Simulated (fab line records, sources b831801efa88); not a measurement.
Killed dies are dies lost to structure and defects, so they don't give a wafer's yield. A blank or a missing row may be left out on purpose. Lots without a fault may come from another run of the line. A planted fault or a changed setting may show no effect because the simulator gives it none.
A struck lot beside a sound one | flow sky130 | 22 steps out of a route of 708
Sound: wafers L395.1, L395.3, L395.6. Struck: wafers L389.3, L389.4, L389.5. The cause comes at the end.
At each step with rows: each side's tool, then ch and its chambers, then its first start. Under that, the readings that differ: sound wafers | struck wafers | difference of the means | sigmas: that difference in standard deviations of wafers without a fault.
alike: readings whose means differ by less than 2 such deviations, and words and numbers that are the same on both sides. not compared: withheld readings, readings that some wafer has no value for, bounds like >300 that may hide the same value, and numbers for which the record gives no deviation and whose values overlap.
The two part at a step that has a row with sigmas, a row that says differs or no value, or rows on one side only. Numbers that don't overlap but have no deviation are shown without sigmas and don't part them. A reading that every wafer of one side lacks parts them only if that side has two wafers or more.

first, 8 steps without rows for these wafers: SKY_DNWELL_DEHYDRATE_00 (time 60 s); SKY_DNWELL_HMDS_01 (prime time 60 s); SKY_DNWELL_COAT_02 (resist thk 3000 nm); SKY_DNWELL_SOFTBAKE_03; SKY_DNWELL_EXPOSE_04 (exposes mask DNM, target cd 3000 nm); SKY_DNWELL_PEB_05; SKY_DNWELL_DEVELOP_06 (develop time 60 s); SKY_DNWELL_IMPLANT_07.
SKY_DNWELL_STRIP_08: strips in O2/N2.
  sound on plasma_asher-03 ch 0,1, day 6 04:48; struck on plasma_asher-01 ch 0,1, day 4 17:04
  alike: drypump_motor_current_A, o2_flow_sccm, oes_product_au, strip_time_to_endpoint_s
  not compared: rf_hours_counter_h
SKY_DNWELL_TW_MEAS_09:
  sound on film_metro-03, day 6 04:54; struck on film_metro-03, day 4 17:09
  alike: DNWELL_TW
then, 2 steps without rows for these wafers: SKY_PWDE_DEHYDRATE_00 (time 60 s); SKY_PWDE_HMDS_01 (prime time 60 s).
SKY_PWDE_COAT_02: resist thk 3000 nm.
  sound on litho_track-01 ch 0, day 6 14:10; struck on litho_track-02 ch 0, day 5 01:15
  reading                                | sound                | struck               | difference | sigmas
  spin_speed_rpm (rpm)                   | 2000.1 2001.3 1999.7 | 1951.1 1951.6 1953.5 | -48.3      | -30
  model.coat_of_PWDE_COAT_02.thk_nm (nm) | 2994 2995 2984       | 3036 3035 3038       | +45        |
then, 3 steps without rows for these wafers: SKY_PWDE_SOFTBAKE_03; SKY_PWDE_EXPOSE_04 (exposes mask PWDEM, target cd 840 nm); SKY_PWDE_PEB_05.
SKY_PWDE_DEVELOP_06: develop time 60 s.
  sound on litho_track-01 ch 0; struck on litho_track-01 ch 0
  reading                                | sound          | struck         | difference | sigmas
  model.coat_of_PWDE_COAT_02.thk_nm (nm) | 2986 2988 2976 | 3028 3027 3031 | +45        |
SKY_PWDE_OVL_MEAS_07:
  sound on overlay-02, day 7 00:16; struck on overlay-02, day 5 09:43
  alike: PWDE_OVL
then, 1 step without rows for these wafers: SKY_PWDE_IMPLANT_08.
SKY_PWDE_STRIP_09: strips in O2/N2.
  sound on plasma_asher-02 ch 0,1, day 7 00:26; struck on plasma_asher-02 ch 0,1, day 5 09:56
  reading                      | sound             | struck            | difference | sigmas
  strip_time_to_endpoint_s (s) | 36.80 36.81 36.69 | 37.30 37.30 37.33 | +0.54      | +5
  alike: drypump_motor_current_A, o2_flow_sccm, oes_product_au
  not compared: rf_hours_counter_h
SKY_PWDE_TW_MEAS_10:
  sound on film_metro-04, day 7 00:32; struck on film_metro-02, day 5 10:01
  reading | sound             | struck            | difference | sigmas
  PWDE_TW | 370.7 372.2 372.4 | 375.6 374.4 375.2 | +3.3       | +2
-- the record jumps here: 43 days lie between the struck wafers' starts before and after (it left off in module PWDE and takes up again in module PAD_OPEN, whose first step shown is number 708 of the route) --
SKY_PAD_OPEN_PROBE_99:
  the record has rows for the struck wafers here (prober-01, day 48 01:26) and none for the sound ones

WHERE THEY PART
First at SKY_PWDE_COAT_02; last, within this record, at SKY_PAD_OPEN_PROBE_99.

WHY: what the simulator had put in
Process parameter drift: litho_track-02, from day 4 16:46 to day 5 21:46, at SKY_PWDE_COAT_02. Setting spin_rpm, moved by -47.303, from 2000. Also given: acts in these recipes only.
